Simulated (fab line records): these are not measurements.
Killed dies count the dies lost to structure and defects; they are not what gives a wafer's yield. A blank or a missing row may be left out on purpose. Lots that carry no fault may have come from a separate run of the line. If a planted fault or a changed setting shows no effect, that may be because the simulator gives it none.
Lot-split experiment -- flow gf180mcu -- route with 602 steps; 5 lots, 23 wafers read

== ABOUT THE SPLIT ==
At GF_VT_IMPLANT_IMPLANT_30, the setting energy kev was moved away from the recipe's 25 on 10 of the 23 wafers read, by +2.7% to +7.0%. This setting was run at the recipe's value on the other wafers.

Reading taken at the split's own step.

== THE READING ==
implant.drp nm (the simulator's own value, which no gauge read), in nm, at GF_VT_IMPLANT_IMPLANT_30. There is no usual value for it anywhere in the file.

wafer,"tool, chamber at the split",energy kev as run,against the recipe,"implant.drp nm, nm",against lot-mates on the recipe
L077.4,"implanter-02, 0",25,recipe,35.62,-
L077.5,"implanter-02, 0",25,recipe,35.62,-
L077.6,"implanter-02, 0",25,recipe,35.62,-
L081.1,"implanter-01, 0",26.01,+4.0%,37.3,+1.68
L081.5,"implanter-01, 0",26.01,+4.0%,37.3,+1.68
L081.6,"implanter-01, 0",26.01,+4.0%,37.3,+1.68
L081.2,"implanter-01, 0",25,recipe,35.62,-
L081.3,"implanter-01, 0",25,recipe,35.62,-
L080.1,"implanter-04, 0",25,recipe,35.62,-
L080.2,"implanter-04, 0",25,recipe,35.62,-
L080.6,"implanter-04, 0",25,recipe,35.62,-
L080.3,"implanter-04, 0",25.67,+2.7%,36.74,+1.12
L080.4,"implanter-04, 0",25.67,+2.7%,36.74,+1.12
L083.1,"implanter-04, 0",26.76,+7.0%,38.52,+2.90
L083.2,"implanter-04, 0",26.76,+7.0%,38.52,+2.90
L083.5,"implanter-04, 0",26.76,+7.0%,38.52,+2.90
L083.3,"implanter-04, 0",25,recipe,35.62,-
L083.4,"implanter-04, 0",25,recipe,35.62,-
L084.1,"implanter-04, 0",25,recipe,35.62,-
L084.2,"implanter-04, 0",25,recipe,35.62,-
L084.3,"implanter-04, 0",25,recipe,35.62,-
L084.4,"implanter-04, 0",26.06,+4.2%,37.39,+1.77
L084.5,"implanter-04, 0",26.06,+4.2%,37.39,+1.77

FIT RESULTS
A straight line over all 23 wafers: implant.drp nm changes by +0.413 nm for each +1% of energy kev; r = +1.00; the points scatter about the line by 0.008 nm.
The same after taking each lot's own level away (the mean of its wafers on the recipe; 23 wafers): +0.413 nm for each +1%; r = +1.00; scatter 0.008 nm.
According to that fit, moving energy kev by its largest amount changes the reading by 2.9 nm.
The lots' own levels span 35.620 to 35.620 nm.
Consequently the slope shifts little with the lot-to-lot level, the two slopes agreeing.
Check: with one of the wafers moved furthest among these (+7.0%) left out of the fit, the line predicts +2.92 nm for it against its lot-mates. It came out at +2.9 nm against them.

== ADDITIONAL SPLITS CARRIED BY THESE WAFERS ==
Note: prior to the reading, these wafers also went through further splits. Each is held against what the fit with the lots' levels taken away leaves over:
other split on the same wafers,wafers away from the commonest value,r with implant.drp nm (lot level and that fit taken away)
GF_STI_CVD_03 time s,15,+0.54
GF_STI_PEB_10 peb temp c,10,-0.33
GF_MVSD_IMPLANT_08 energy kev,10,-0.39
GF_VT_IMPLANT_IMPLANT_08 dose cm2,10,+0.31

== THE WHOLE CHAIN: every reading that the file lists as answering this split, in the file's order ==
step,what it does,reading,change (the file's fit),r (the file's)
GF_VT_IMPLANT_IMPLANT_30,,"implant.rp nm (the simulator's own value, which no gauge read)",+0.793 nm for each +1% of the setting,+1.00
GF_VT_IMPLANT_IMPLANT_30,,"implant.drp nm (the simulator's own value, which no gauge read)",+0.413 nm for each +1% of the setting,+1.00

== FILE'S OWN FIT ==
implant.drp nm changes by +0.413 nm for each +1% of energy kev, r = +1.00.
